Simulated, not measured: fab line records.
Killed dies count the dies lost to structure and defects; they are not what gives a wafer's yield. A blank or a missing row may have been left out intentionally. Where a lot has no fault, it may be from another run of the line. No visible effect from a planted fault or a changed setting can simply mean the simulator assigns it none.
A lot that was struck, set against a sound lot / flow sky130 / 14 steps out of a route of 708
Sound: these wafers, L948.1, L948.4, L948.6. Struck: wafers L944.2, L944.3, L944.4. The cause is named last.
Each step with rows lists, per side, the tool, then ch with its chambers, then its first start. Under that, the readings that differ: sound wafers / struck wafers / difference of the means / sigmas: that difference in standard deviations of wafers without a fault.
alike: words and numbers the same on both sides, and readings whose means are apart by under 2 such deviations; not compared: readings that were withheld, readings missing a value for some wafer, numbers with overlapping values and no deviation given by the record, and bounds like >300 which may hide the same value.
The two part at a step that has a row with sigmas, a row that says differs or no value, or rows on one side only. When numbers do not overlap yet have no deviation, they are printed without sigmas and do not part them. Lack of a reading on every wafer of one side parts them only where that side has two or more wafers.

first, 2 steps without rows for these wafers: SKY_SALICIDE_CLEAN_00 (cleans in HF-last, time 30 s); SKY_LI_CONTACT_HDPCVD_00 (deposits PSG, target thk 930 nm, time 155 s).
SKY_LI_CONTACT_THK_MEAS_01:
  sound: film metro-04 at day 33 18:10; struck: film metro-01 at day 32 17:10
  alike: LI_CONTACT_HDPCVD_THK
SKY_LI_CONTACT_CMP_02: polishes PSG.
  sound on cmp-02 ch 0,3, day 33 18:14; struck on cmp-01 ch 1,2,3, day 32 17:13
reading=motor current A (A); sound=14.5 14.6 14.0; struck=10.5 11.7 14.2; difference=-2.2; sigmas=-2
  alike: time to endpoint s
SKY_LI_CONTACT_BOW_MEAS_03:
  sound: film metro-04 at day 33 18:32; struck: film metro-01 at day 32 17:32
  alike: LI_CONTACT_BOW
then, 7 steps without rows for these wafers: SKY_LI_CONTACT_DEHYDRATE_04 (time 60 s); SKY_LI_CONTACT_HMDS_05 (prime time 60 s); SKY_LI_CONTACT_COAT_06 (resist thk 60 nm); SKY_LI_CONTACT_COAT_07 (resist thk 450 nm); SKY_LI_CONTACT_SOFTBAKE_08 (time 90 s); SKY_LI_CONTACT_EXPOSE_09 (exposes mask LICM1, target cd 170 nm); SKY_LI_CONTACT_PEB_10.
SKY_LI_CONTACT_DEVELOP_11: develop time 60 s.
  struck on litho track-04, day 33 20:00; sound on litho track-01 ch 0, day 34 21:00
  no value came back on the struck wafers for chill plate temp C (C), develop time s (s), developer temp C (C); on the sound wafers chill plate temp C (C) reads 23.07 23.15 23.13
reading=model.KrF-thick_of_LI_CONTACT_COAT_07.thk nm (nm); sound=436.3 436.1 434.3; struck=449.2 450.9 451.2; difference=+14.9; sigmas=
SKY_LI_CONTACT_CD_MEAS_12 targets a cd of 170 nm.
  sound: cd sem-01 at day 34 21:31; struck: cd sem-01 at day 33 20:28
reading=cd nm (nm); sound=168.7 169.2 169.9; struck=- - -; difference=no value on the struck wafers; sigmas=

== WHERE THEY PART ==
Earliest at SKY_LI_CONTACT_CMP_02; latest, in this record, at SKY_LI_CONTACT_CD_MEAS_12.

WHY: what the simulator had put in
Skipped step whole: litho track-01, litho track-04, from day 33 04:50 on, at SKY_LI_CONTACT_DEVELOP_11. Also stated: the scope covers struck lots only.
